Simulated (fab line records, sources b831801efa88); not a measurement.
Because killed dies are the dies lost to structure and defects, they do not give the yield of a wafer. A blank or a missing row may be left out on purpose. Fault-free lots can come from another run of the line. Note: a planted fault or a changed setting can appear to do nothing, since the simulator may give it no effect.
fab line records | flow sky130
[record] lots = 6 wafers = 18 last_day = 49
route steps=708 shown PWDE@52 NWELL@56 PAD_OPEN@708
lots untouched by any fault: they come from a run of this same line in which no faults occurred
start_h: start of the lot's first displayed wafer, in hours after the record's first day | wait_h: hours elapsed since this lot's preceding step | " the same as in the row above | L1.1+2: a single row standing in for several wafers | - no value, or no start was given | * or withheld: withheld | < > ~ a bound
route shown NAME@n: names a module that has steps shown in the file, with the first one's number in the route | usual: mean/standard deviation of fault-free wafers | same: alike in all rows | chamber/n: place in a boat | sites: the reading at each site | _std_site: standard deviation of those values | _edge_site: outer sites' mean less inner sites' | radius_mm: how far each site lies from the wafer's centre | mask NAME#n: copy n | behind: the tool/chamber that last shaped the wafer | hold: cause of the lot's hold/its duration in hours/its outcome | device: which transistor (n, p or np) failed to switch | end of line: at the end of the route, the tests of the same wafers | a step given without rows: its recipe and nothing more | killed: at the first sort, the dies lost to defects and structure; wafer yield is something else | map: shows each die of a wafer: x if killed, . if not, _ if none is there
set.NAME: the run value of the setting; set.NAME@STEP: its run value at that earlier step | model.NAME: the simulator's own value behind a step, which no gauge read
lots at selected steps of the route; one table per step, one row per wafer
services: a tool's chamber out of use, with start hour (start_h, from the record's first day; less than 0 if before it), hours out, and reason
[[steps]]
[step SKY_PWDE_OVL_MEAS_07]
[usual] PWDE_OVL = 0.8/1.7
// columns lot.wafer tool chamber start_h wait_h PWDE_OVL[nm]
L341.1 overlay-02 - 83.54 - -1.1
L341.3 " - " " -1.0
L341.5 " - " " -0.3
L347.3 overlay-01 - 112.98 - 1.2
L347.4 " - " " -0.6
L347.6 " - " " 0.2
L350.2 overlay-02 - 131.29 - 0.6
L350.3 " - " " -3.1
L350.6 " - " " -0.5
L356.4 overlay-02 - 165.30 - 1.1
L356.5 " - " " 3.4
L356.6 " - " " 1.0
L357.2 overlay-02 - 169.04 - -0.5
L357.5 " - " " 0.3
L357.6 " - " " 0.8
L358.1 overlay-02 - 174.48 - 0.9
L358.5 " - " " -0.4
L358.6 " - " " -0.8
[step SKY_PWDE_IMPLANT_08]
[recipe] species = B energy_kev = 150 dose_cm2 = 3.6e+12 tilt_deg = withheld
[step SKY_PWDE_STRIP_09]
[recipe] chemistry = O2/N2 power_w = 1400 pressure_mtorr = 1500 platen_temp_c = withheld o2_flow_sccm = 3000 n2_flow_sccm = 300 overash_fraction = 0.5
[usual] drypump_motor_current_A = 5.68/0.18 oes_product_au = 0.722/0.0049 strip_time_to_endpoint_s = 36.97/0.13
// columns lot.wafer tool chamber start_h wait_h drypump_motor_current_A oes_product_au rf_hours_counter_h strip_time_to_endpoint_s
L341.1 plasma_asher-02 1 83.72 0.1 5.65 0.725 38 36.94
L341.3 " 1 " " 5.63 0.715 - 36.98
L341.5 " 0 " " 5.65 0.718 - 36.93
L347.3 plasma_asher-03 1 113.19 0.1 5.90 0.726 - 36.93
L347.4 " 0 " " 5.53 0.723 - 36.92
L347.6 " 0 " " 5.52 0.721 - 37.04
L350.2 plasma_asher-03 1 131.47 0.1 5.89 0.723 46 36.89
L350.3 " 1 " " 5.89 0.729 - 37.06
L350.6 " 0 " " 5.53 0.717 - 37.02
L356.4 plasma_asher-02 0 165.50 0.1 5.68 0.721 - 36.78
L356.5 " 0 " " 5.68 0.715 - 36.78
L356.6 " 1 " " 5.63 0.723 - 36.76
L357.2 plasma_asher-02 1 169.22 0.1 5.63 0.728 5 36.99
L357.5 " 0 " " 5.66 0.719 - 37.15
L357.6 " 1 " " 5.62 0.717 - 36.97
L358.1 plasma_asher-03 0 174.67 0.1 5.54 0.720 50 37.08
L358.5 " 0 " " 5.53 0.734 - 37.14
L358.6 " 1 " " 5.91 0.718 - 37.02
[step SKY_PWDE_TW_MEAS_10]
[usual] PWDE_TW = 372/4.3
// columns lot.wafer tool chamber start_h wait_h PWDE_TW
L341.1 film_metro-02 - 83.82 0.1 371
L341.3 " - " " 372
L341.5 " - " " 370
L347.3 film_metro-04 - 113.27 0.1 378
L347.4 " - " " 379
L347.6 " - " " 376
L350.2 film_metro-01 - 131.58 0.1 369
L350.3 " - " " 370
L350.6 " - " " 368
L356.4 film_metro-01 - 165.60 0.1 371
L356.5 " - " " 370
L356.6 " - " " 370
L357.2 film_metro-01 - 169.33 0.1 369
L357.5 " - " " 368
L357.6 " - " " 369
L358.1 film_metro-01 - 174.77 0.1 366
L358.5 " - " " 368
L358.6 " - " " 372
[step SKY_NWELL_DEHYDRATE_03]
[recipe] temp_c = 200 time_s = 60
[step SKY_NWELL_HMDS_04]
[recipe] prime_time_s = 60 prime_temp_c = 120
[step SKY_NWELL_COAT_05]
[recipe] spin_rpm = 2000 resist_thk_nm = 3000
[step SKY_NWELL_SOFTBAKE_06]
[recipe] temp_c = 110 time_s = withheld
[step SKY_NWELL_EXPOSE_07]
[recipe] mask_id = NWM na = 0.6 source_shape = conventional sigma_outer = 0.6 polarization = unpolarized target_cd_nm = 840 dose_mj = 255
[step SKY_NWELL_PEB_08]
[recipe] temp_c = 115 time_s = withheld
[step SKY_NWELL_DEVELOP_09]
[recipe] wall_angle_deg = 90 developer = TMAH develop_time_s = 60 dev_temp_c = 23
[step SKY_NWELL_OVL_MEAS_10]
[usual] NWELL_00_OVL = 0.5/1.6
// columns lot.wafer tool chamber start_h wait_h NWELL_00_OVL[nm]
L341.1 overlay-02 - 100.69 - -0.6
L341.3 " - " " -1.5
L341.5 " - " " -2.0
L347.3 overlay-02 - 130.18 - 1.4
L347.4 " - " " 2.3
L347.6 " - " " 0.8
L350.2 overlay-01 - 151.67 - 1.1
L350.3 " - " " 0.2
L350.6 " - " " 1.7
L356.4 overlay-01 - 185.40 - 2.7
L356.5 " - " " 3.0
L356.6 " - " " 3.1
L357.2 overlay-02 - 188.72 - 1.3
L357.5 " - " " 1.7
L357.6 " - " " 0.7
L358.1 overlay-02 - 193.12 - -0.6
L358.5 " - " " -1.7
L358.6 " - " " -0.1
[step SKY_NWELL_IMPLANT_11]
[recipe] species = P energy_kev = 400 dose_cm2 = 1.9e+13 tilt_deg = withheld
[usual] beam_on_s = 10.00/0.21 end_station_pressure_torr = 5.07e-06/2.7e-07 faraday_current_uA = 107.1/2.2
[same] implant_ion_amu = 31
// columns lot.wafer tool chamber start_h wait_h beam_on_s end_station_pressure_torr faraday_current_uA
L341.1 implanter-04 0 100.73 0.0 10.07 5.06e-06 106.3
L341.3 " 0 " " 10.55 5.39e-06 101.5
L341.5 " 0 " " 9.87 5.16e-06 109.0
L347.3 implanter-03 0 130.25 0.1 9.90 5.22e-06 108.0
L347.4 " 0 " " 9.96 5.13e-06 107.5
L347.6 " 0 " " 9.98 4.89e-06 107.1
L350.2 implanter-03 0 151.73 0.0 7.84 5.31e-06 136.5
L350.3 " 0 " " 8.04 4.93e-06 133.0
L350.6 " 0 " " 8.21 5.34e-06 130.6
L356.4 implanter-03 0 185.49 0.1 8.29 5e-06 128.8
L356.5 " 0 " " 8.32 5.33e-06 128.4
L356.6 " 0 " " 8.33 4.85e-06 128.8
L357.2 implanter-01 0 188.78 0.0 10.04 5.57e-06 106.9
L357.5 " 0 " " 9.73 5.19e-06 109.8
L357.6 " 0 " " 9.78 4.74e-06 109.6
L358.1 implanter-04 0 193.15 0.0 10.05 4.95e-06 106.1
L358.5 " 0 " " 9.92 5.05e-06 108.1
L358.6 " 0 " " 10.09 4.69e-06 106.5
[step SKY_NWELL_IMPLANT_12]
[recipe] species = P energy_kev = 120 dose_cm2 = 1.3e+12 tilt_deg = withheld
[step SKY_NWELL_IMPLANT_13]
[recipe] species = P energy_kev = 50 dose_cm2 = 7e+11 tilt_deg = withheld
[step SKY_NWELL_STRIP_14]
[recipe] chemistry = O2/N2 power_w = 1400 pressure_mtorr = 1500 platen_temp_c = withheld o2_flow_sccm = 3000 n2_flow_sccm = 300 overash_fraction = 0.5
[usual] drypump_motor_current_A = 5.5/0.31 oes_product_au = 0.722/0.0044 strip_time_to_endpoint_s = 36.98/0.11
// columns lot.wafer tool chamber start_h wait_h drypump_motor_current_A oes_product_au rf_hours_counter_h strip_time_to_endpoint_s
L341.1 plasma_asher-02 1 101.18 0.1 5.6 0.725 40 36.91
L341.3 " 1 " " 5.6 0.728 - 36.89
L341.5 " 0 " " 5.7 0.726 - 36.93
L347.3 plasma_asher-04 1 130.69 0.1 4.9 0.720 - 36.92
L347.4 " 0 " " 5.5 0.717 - 37.02
L347.6 " 0 " " 5.4 0.728 - 37.11
L350.2 plasma_asher-04 1 152.15 0.1 4.9 0.725 36 37.00
L350.3 " 0 " " 5.4 0.718 - 37.00
L350.6 " 0 " " 5.4 0.727 - 37.05
L356.4 plasma_asher-04 0 185.90 0.1 5.4 0.733 - 37.04
L356.5 " 0 " " 5.4 0.726 - 37.15
L356.6 " 1 " " 4.9 0.721 - 36.93
L357.2 plasma_asher-04 0 189.20 0.1 5.4 0.727 40 36.97
L357.5 " 0 " " 5.5 0.730 - 36.93
L357.6 " 1 " " 4.9 0.716 - 36.90
L358.1 plasma_asher-01 1 193.60 0.1 5.5 0.723 51 37.07
L358.5 " 0 " " 5.9 0.715 - 37.05
L358.6 " 1 " " 5.5 0.724 - 37.18
[step SKY_NWELL_TW_MEAS_15]
[usual] NWELL_TW = 1804/18
// columns lot.wafer tool chamber start_h wait_h NWELL_TW
L341.1 film_metro-01 - 101.28 0.1 1800
L341.3 " - " " 1807
L341.5 " - " " 1795
L347.3 film_metro-02 - 130.77 0.1 1806
L347.4 " - " " 1809
L347.6 " - " " 1806
L350.2 film_metro-02 - 152.26 0.1 1684
L350.3 " - " " 1687
L350.6 " - " " 1678
L356.4 film_metro-01 - 186.00 0.1 1686
L356.5 " - " " 1682
L356.6 " - " " 1676
L357.2 film_metro-04 - 189.31 0.1 1823
L357.5 " - " " 1832
L357.6 " - " " 1834
L358.1 film_metro-04 - 193.70 0.1 1841
L358.5 " - " " 1839
L358.6 " - " " 1839
[step SKY_NWELL_DEHYDRATE_16]
[recipe] temp_c = 200 time_s = 60
[step SKY_NWELL_HMDS_17]
[recipe] prime_time_s = 60 prime_temp_c = 120
[step SKY_NWELL_COAT_18]
[recipe] spin_rpm = 2000 resist_thk_nm = 3000
[step SKY_NWELL_SOFTBAKE_19]
[recipe] temp_c = 110 time_s = withheld
[step SKY_NWELL_EXPOSE_20]
[recipe] mask_id = NWM_COMPLEMENT na = 0.6 source_shape = conventional sigma_outer = 0.6 polarization = unpolarized target_cd_nm = 840 dose_mj = 260
[step SKY_NWELL_PEB_21]
[recipe] temp_c = 115 time_s = withheld
[step SKY_NWELL_DEVELOP_22]
[recipe] wall_angle_deg = 90 developer = TMAH develop_time_s = 60 dev_temp_c = 23
[step SKY_NWELL_OVL_MEAS_23]
[usual] NWELL_01_OVL = -1.3/1.3
// columns lot.wafer tool chamber start_h wait_h NWELL_01_OVL[nm]
L341.1 overlay-01 - 119.14 - -0.4
L341.3 " - " " -0.7
L341.5 " - " " -0.2
L347.3 overlay-01 - 150.49 - -0.4
L347.4 " - " " 1.5
L347.6 " - " " 1.8
L350.2 overlay-01 - 172.19 - -2.0
L350.3 " - " " -2.6
L350.6 " - " " -1.9
L356.4 overlay-01 - 204.91 - -1.4
L356.5 " - " " -0.7
L356.6 " - " " 0.1
L357.2 overlay-02 - 209.42 - -1.2
L357.5 " - " " -1.1
L357.6 " - " " -0.9
L358.1 overlay-01 - 214.09 - -0.6
L358.5 " - " " 1.6
L358.6 " - " " 0.3
[step SKY_NWELL_IMPLANT_24]
[recipe] species = B energy_kev = 140 dose_cm2 = 9.2e+12 tilt_deg = withheld
[step SKY_NWELL_STRIP_25]
[recipe] chemistry = O2/N2 power_w = 1400 pressure_mtorr = 1500 platen_temp_c = withheld o2_flow_sccm = 3000 n2_flow_sccm = 300 overash_fraction = 0.5
[usual] drypump_motor_current_A = 5.5/0.32 oes_product_au = 0.723/0.0046 strip_time_to_endpoint_s = 36.96/0.089
// columns lot.wafer tool chamber start_h wait_h drypump_motor_current_A oes_product_au rf_hours_counter_h strip_time_to_endpoint_s
L341.1 plasma_asher-04 1 119.33 0.1 4.9 0.720 33 37.00
L341.3 " 1 " " 4.9 0.715 - 36.91
L341.5 " 1 " " 4.9 0.723 - 36.91
L347.3 plasma_asher-04 0 150.70 0.1 5.5 0.726 - 37.03
L347.4 " 1 " " 4.9 0.729 - 36.97
L347.6 " 0 " " 5.4 0.719 - 37.12
L350.2 plasma_asher-01 1 172.37 0.1 5.5 0.728 49 36.93
L350.3 " 0 " " 6.0 0.728 - 36.88
L350.6 " 1 " " 5.5 0.729 - 36.93
L356.4 plasma_asher-02 1 205.11 0.1 5.6 0.726 - 36.96
L356.5 " 1 " " 5.6 0.728 - 36.93
L356.6 " 0 " " 5.7 0.715 - 36.98
L357.2 plasma_asher-04 0 209.60 0.1 5.4 0.731 41 37.14
L357.5 " 1 " " 4.9 0.725 - 37.10
L357.6 " 0 " " 5.4 0.722 - 37.13
L358.1 plasma_asher-02 1 214.28 0.1 5.6 0.714 10 36.81
L358.5 " 1 " " 5.6 0.717 - 36.83
L358.6 " 0 " " 5.7 0.726 - 36.93
[step SKY_NWELL_TW_MEAS_26]
[usual] NWELL_2_TW = 494/6.6
// columns lot.wafer tool chamber start_h wait_h NWELL_2_TW
L341.1 film_metro-01 - 119.43 0.1 490
L341.3 " - " " 492
L341.5 " - " " 494
L347.3 film_metro-02 - 150.79 0.1 490
L347.4 " - " " 492
L347.6 " - " " 490
L350.2 film_metro-04 - 172.48 0.1 499
L350.3 " - " " 502
L350.6 " - " " 499
L356.4 film_metro-02 - 205.21 0.1 490
L356.5 " - " " 491
L356.6 " - " " 490
L357.2 film_metro-02 - 209.71 0.1 491
L357.5 " - " " 490
L357.6 " - " " 488
L358.1 film_metro-02 - 214.38 0.1 490
L358.5 " - " " 490
L358.6 " - " " 491
[step SKY_NWELL_CLEAN_27]
[recipe] chemistry = SC1/SC2 mix = 1:4:20 temp_c = 70 time_s = 150 dry = n2_spin
[step SKY_NWELL_RTA_28]
[recipe] temp_c = 1050 time_s = 30 idle_temp_c = 650 ramp_up_c_per_s = 150 ramp_down_c_per_s = 90 ambient = N2
[usual] lamp_power_pct = 25.31/0.05 wafer_temp_C_max = 1054.8/0.95
// columns lot.wafer tool chamber start_h wait_h lamp_power_pct wafer_temp_C_max
L341.1 rtp_anneal-02 0 119.54 0.0 25.35 1054.9
L341.3 " 0 " " 25.25 1055.1
L341.5 " 0 " " 25.29 1055.5
L347.3 rtp_anneal-02 0 150.91 0.0 25.30 1055.0
L347.4 " 0 " " 25.34 1054.7
L347.6 " 0 " " 25.32 1054.7
L350.2 rtp_anneal-01 0 172.60 0.0 25.33 1054.4
L350.3 " 0 " " 25.23 1057.0
L350.6 " 0 " " 25.43 1055.9
L356.4 rtp_anneal-01 0 205.34 0.1 25.31 1055.6
L356.5 " 0 " " 25.38 1054.1
L356.6 " 0 " " 25.25 1055.8
L357.2 rtp_anneal-01 0 209.83 0.0 25.40 1055.3
L357.5 " 0 " " 25.37 1054.7
L357.6 " 0 " " 25.24 1054.7
L358.1 rtp_anneal-02 0 214.49 0.0 25.31 1054.5
L358.5 " 0 " " 25.30 1056.8
L358.6 " 0 " " 25.40 1055.7
[step SKY_NWELL_RS_MEAS_29]
[recipe] thk_meas_gauge = four-point-probe
[usual] NWELL_RS = 623.8/1.8
// columns lot.wafer tool chamber start_h wait_h NWELL_RS[ohm/sq]
L341.1 film_metro-04 - 119.64 0.1 621.4
L341.3 " - " " 621.0
L341.5 " - " " 621.0
L347.3 film_metro-02 - 151.02 0.1 620.1
L347.4 " - " " 622.4
L347.6 " - " " 623.1
L350.2 film_metro-01 - 172.70 0.1 696.0
L350.3 " - " " 695.9
L350.6 " - " " 697.0
L356.4 film_metro-04 - 205.45 0.1 696.5
L356.5 " - " " 696.4
L356.6 " - " " 695.6
L357.2 film_metro-01 - 209.93 0.1 623.0
L357.5 " - " " 622.6
L357.6 " - " " 621.2
L358.1 film_metro-01 - 214.59 0.1 622.3
L358.5 " - " " 623.5
L358.6 " - " " 622.9
[step SKY_PAD_OPEN_PROBE_99]
[usual] killed_at_M0_to_M3 = 44/7.2 killed_at_M4_up = 3.0/1.9 killed_at_contacts = 25/4.8 killed_at_front_end = 16/4.2 killed_at_other = 0.2/0.44 killed_dies = 88/9.3 killed_open = 48/7.1 killed_short = 40/6.5
[same] gross_dies = 492 killed_at_back_side = 0
// columns lot.wafer tool chamber start_h wait_h killed_at_M0_to_M3 killed_at_M4_up killed_at_contacts killed_at_front_end killed_at_other killed_dies killed_open killed_short model.etest.nfet_16v.r_on_ohm_um model.etest.res_nwell.line_ohm_um model.etest.res_nwell.rs_ohm_sq model.etest.tip_p_5v.rs_ohm_sq model.etest.res_nwell.width_nm model.etest.pfet_16v.drive_ua_um model.etest.field_p.vt_v model.etest.pfet_01v8_lvt.drive_ua_um
L341.1 prober-02 - 1083.50 0.1 50 2 24 13 0 89 46 43 1.433e+04 1044 864.6 2829 856.7 250 -38.59 178
L341.3 prober-02 - 1083.60 0.2 48 3 21 16 0 88 52 36 1.442e+04 1021 872.4 2824 849 247.9 -38.63 173.4
L341.5 prober-02 - 1083.70 0.2 48 5 20 12 0 85 43 42 1.42e+04 1012 867.3 2835 852.9 250.8 -38.45 179.9
L347.3 prober-02 - 1118.81 0.2 57 5 36 12 1 111 57 54 1.384e+04 1155 1001 2881 846 240.5 -43.72 172.3
L347.4 prober-02 - 1118.86 0.2 33 1 20 14 0 68 40 28 1.409e+04 1191 1018 2885 844.9 238.3 -44.63 176.3
L347.6 prober-02 - 1118.96 0.2 47 4 23 11 0 85 50 35 1.39e+04 1172 982.7 2878 843.8 245.7 -42.91 174
L350.2 prober-01 - 1138.53 0.1 35 3 16 20 0 74 44 30 1.481e+04 1399 1147 2823 814.4 250.3 -40.09 174.8
L350.3 prober-01 - 1138.58 0.2 45 3 18 19 0 85 44 41 1.489e+04 1359 1129 2822 818 253.3 -39.11 176.4
L350.6 prober-01 - 1138.73 0.2 37 4 13 12 0 66 29 37 1.493e+04 1406 1138 2798 815.7 252.1 -39.46 175.7
L356.4 prober-01 - 1168.67 0.2 54 6 22 13 0 95 53 42 1.515e+04 1322 1069 2811 810.6 251.9 -36.89 178.7
L356.5 prober-01 - 1168.72 0.2 41 4 15 12 0 72 37 35 1.502e+04 1306 1071 2818 816.2 251.8 -36.66 178.5
L356.6 prober-01 - 1168.77 0.2 36 1 21 17 0 75 43 32 1.508e+04 1337 1105 2780 815.2 250.7 -38.12 179.5
L357.2 prober-02 - 1170.05 0.1 42 3 37 25 0 107 64 43 1.414e+04 1120 949.7 2879 835.5 249.5 -41.79 175.2
L357.5 prober-02 - 1170.20 0.2 40 4 23 15 0 82 30 52 1.41e+04 1109 919.8 2859 836.9 255.1 -40.09 176.8
L357.6 prober-02 - 1170.25 0.2 47 2 17 15 0 81 39 42 1.404e+04 1111 935.2 2866 840.2 254.4 -41.1 175.1
L358.1 prober-01 - 1173.09 0.1 48 2 24 15 0 89 37 52 1.41e+04 1091 942.3 2822 849.5 246 -41.64 177.6
L358.5 prober-01 - 1173.29 0.2 42 0 23 10 0 75 44 31 1.394e+04 1098 935.5 2834 843.8 246.3 -41.27 175.6
L358.6 prober-01 - 1173.34 0.2 53 1 31 16 1 102 53 49 1.388e+04 1129 938.3 2830 837.3 247.8 -41.62 175.2
// killed by level:class
L341.1 VIA1:geometric_particle:open=13 LI_CONTACT:geometric_particle:open=9 METAL2:geometric_particle:short=8 CONTACT:geometric_particle:open=5 VIA1:geometric_particle:short=5 METAL1:geometric_particle:short=5 VIA3:geometric_particle:open=5 LOCAL_INTERCONNECT:geometric_particle:short=4
L341.3 VIA1:geometric_particle:open=10 VIA3:geometric_particle:open=7 VIA1:geometric_particle:short=7 VIA2:geometric_particle:open=7 FIELD_ISO:geometric_particle:open=6 CONTACT:geometric_particle:open=6 LI_CONTACT:geometric_particle:open=4 CONTACT:geometric_particle:short=4
L341.5 VIA1:geometric_particle:open=12 CONTACT:geometric_particle:open=8 METAL1:geometric_particle:short=7 VIA3:geometric_particle:open=7 VIA1:geometric_particle:short=6 METAL2:geometric_particle:short=6 FIELD_ISO:geometric_particle:short=5 LI_CONTACT:geometric_particle:open=5
L347.3 VIA1:geometric_particle:open=15 METAL2:geometric_particle:short=11 CONTACT:geometric_particle:open=11 LI_CONTACT:geometric_particle:open=10 VIA2:geometric_particle:open=7 LOCAL_INTERCONNECT:geometric_particle:short=6 FIELD_ISO:geometric_particle:short=5 CONTACT:geometric_particle:short=5
L347.4 VIA1:geometric_particle:open=10 CONTACT:geometric_particle:open=9 FIELD_ISO:geometric_particle:open=6 VIA1:geometric_particle:short=5 VIA2:geometric_particle:open=5 LI_CONTACT:geometric_particle:short=4 METAL2:geometric_particle:short=4 LI_CONTACT:geometric_particle:open=3
L347.6 VIA1:geometric_particle:open=13 VIA3:geometric_particle:open=11 METAL1:geometric_particle:short=8 CONTACT:geometric_particle:open=7 CONTACT:geometric_particle:short=5 VIA2:geometric_particle:open=5 LI_CONTACT:geometric_particle:short=4 LI_CONTACT:geometric_particle:open=4
L350.2 POLY_GATE:geometric_particle:open=8 VIA1:geometric_particle:open=8 LI_CONTACT:geometric_particle:open=7 VIA3:geometric_particle:open=7 POLY_GATE:geometric_particle:short=6 CONTACT:geometric_particle:open=5 METAL1:geometric_particle:short=5 VIA2:geometric_particle:open=5
L350.3 VIA1:geometric_particle:open=11 VIA2:geometric_particle:open=9 CONTACT:geometric_particle:open=8 METAL1:geometric_particle:short=7 FIELD_ISO:geometric_particle:open=5 VIA1:geometric_particle:short=5 FIELD_ISO:geometric_particle:short=4 LOCAL_INTERCONNECT:geometric_particle:short=4
L350.6 METAL1:geometric_particle:short=7 VIA3:geometric_particle:open=5 VIA2:geometric_particle:open=5 POLY_GATE:geometric_particle:open=4 VIA1:geometric_particle:short=4 VIA1:geometric_particle:open=4 VIA2:geometric_particle:short=4 METAL3:geometric_particle:short=4
L356.4 VIA1:geometric_particle:open=16 LOCAL_INTERCONNECT:geometric_particle:short=8 VIA2:geometric_particle:open=8 METAL1:geometric_particle:short=6 POLY_GATE:geometric_particle:open=5 LI_CONTACT:geometric_particle:open=5 VIA3:geometric_particle:open=5 CONTACT:geometric_particle:short=4
L356.5 VIA1:geometric_particle:open=11 VIA3:geometric_particle:open=10 METAL1:geometric_particle:short=7 LI_CONTACT:geometric_particle:open=4 LOCAL_INTERCONNECT:geometric_particle:short=4 VIA2:geometric_particle:open=4 METAL4:geometric_particle:short=4 FIELD_ISO:geometric_particle:short=3
L356.6 VIA1:geometric_particle:open=9 FIELD_ISO:geometric_particle:open=6 VIA3:geometric_particle:open=6 CONTACT:geometric_particle:open=6 METAL1:geometric_particle:short=6 POLY_GATE:geometric_particle:open=5 LOCAL_INTERCONNECT:geometric_particle:short=4 LI_CONTACT:geometric_particle:short=4
L357.2 CONTACT:geometric_particle:open=16 LI_CONTACT:geometric_particle:open=10 VIA1:geometric_particle:open=9 FIELD_ISO:geometric_particle:short=8 POLY_GATE:geometric_particle:open=8 VIA2:geometric_particle:open=8 LOCAL_INTERCONNECT:geometric_particle:short=6 METAL3:geometric_particle:short=5
L357.5 CONTACT:geometric_particle:short=9 VIA2:geometric_particle:open=7 VIA3:geometric_particle:open=7 VIA1:geometric_particle:short=6 LOCAL_INTERCONNECT:geometric_particle:short=6 FIELD_ISO:geometric_particle:short=5 LI_CONTACT:geometric_particle:open=5 METAL1:geometric_particle:short=5
L357.6 VIA1:geometric_particle:open=8 VIA3:geometric_particle:open=7 METAL1:geometric_particle:short=6 METAL2:geometric_particle:short=6 VIA2:geometric_particle:open=6 LI_CONTACT:geometric_particle:open=5 POLY_GATE:geometric_particle:short=4 LOCAL_INTERCONNECT:geometric_particle:short=4
L358.1 CONTACT:geometric_particle:open=11 METAL2:geometric_particle:short=9 METAL1:geometric_particle:short=8 POLY_GATE:geometric_particle:short=5 VIA2:geometric_particle:open=5 VIA2:geometric_particle:short=5 VIA3:geometric_particle:short=5 FIELD_ISO:geometric_particle:short=4
L358.5 VIA1:geometric_particle:open=13 CONTACT:geometric_particle:open=8 METAL1:geometric_particle:short=7 VIA3:geometric_particle:open=7 LI_CONTACT:geometric_particle:open=6 VIA2:geometric_particle:open=5 FIELD_ISO:geometric_particle:short=4 LOCAL_INTERCONNECT:geometric_particle:short=4
L358.6 CONTACT:geometric_particle:open=11 VIA1:geometric_particle:open=11 VIA2:geometric_particle:open=8 METAL1:geometric_particle:short=8 FIELD_ISO:geometric_particle:open=7 LOCAL_INTERCONNECT:geometric_particle:short=5 CONTACT:geometric_particle:short=5 METAL2:geometric_particle:short=5
[[services]]
// columns tool chamber start_h hours kind
implanter-03 - 65.33 2.1 repair
implanter-03 - 68.90 24.2 pm
rtp_anneal-02 - 91.69 5.9 pm
implanter-04 - 98.29 0.7 repair
plasma_asher-01 - 105.20 1.6 repair
plasma_asher-02 - 108.75 9.0 pm
plasma_asher-02 0 108.75 9.0 vent_cycle
plasma_asher-02 1 108.75 9.0 vent_cycle
plasma_asher-02 0 117.75 - clean
plasma_asher-02 1 117.75 - clean
implanter-03 - 154.64 4.2 repair
implanter-04 - 160.16 2.0 repair
plasma_asher-04 - 163.93 0.7 repair
implanter-04 - 185.53 2.8 pm
implanter-01 - 190.04 9.4 repair
rtp_anneal-01 - 203.23 0.8 pm
[[key]]
[first_sign] step = SKY_NWELL_IMPLANT_11 reading = faraday_current_uA direction = up sigmas = 11 usual = 107.1 struck = 131.0
[effect] step = SKY_NWELL_IMPLANT_11 reading = beam_on_s direction = down sigmas = 8.8 usual = 10.00 struck = 8.17
[effect] step = SKY_NWELL_TW_MEAS_15 reading = NWELL_TW direction = down sigmas = 6.7 usual = 1804 struck = 1682
[effect] step = SKY_NWELL_RS_MEAS_29 reading = NWELL_RS direction = up sigmas = 41 usual = 623.8 struck = 696.2
[model_effect] step = SKY_PAD_OPEN_PROBE_99 value = etest.nfet_16v.r_on_ohm_um without = 1.411e+04 struck = 1.498e+04
met_at SKY_NWELL_IMPLANT_11
struck_wafers L350.2,L350.3,L350.6,L356.4,L356.5,L356.6
tester_left_out L350,L356
onset_between 130.25 151.73
[fault] kind = process_parameter_drift tool = implanter-03 chamber = - onset_h = 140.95 steps = SKY_NWELL_IMPLANT_11 channel = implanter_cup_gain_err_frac offset = 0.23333 shape = step end_h = 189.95
// tester_left_out: of these lots the tester's yield and bins aren't shown, on N5 and GAA mostly nor the transistor test; their killed dies are dies lost to structure and defects alone, not to doping, threshold or leakage, so they don't give the yield
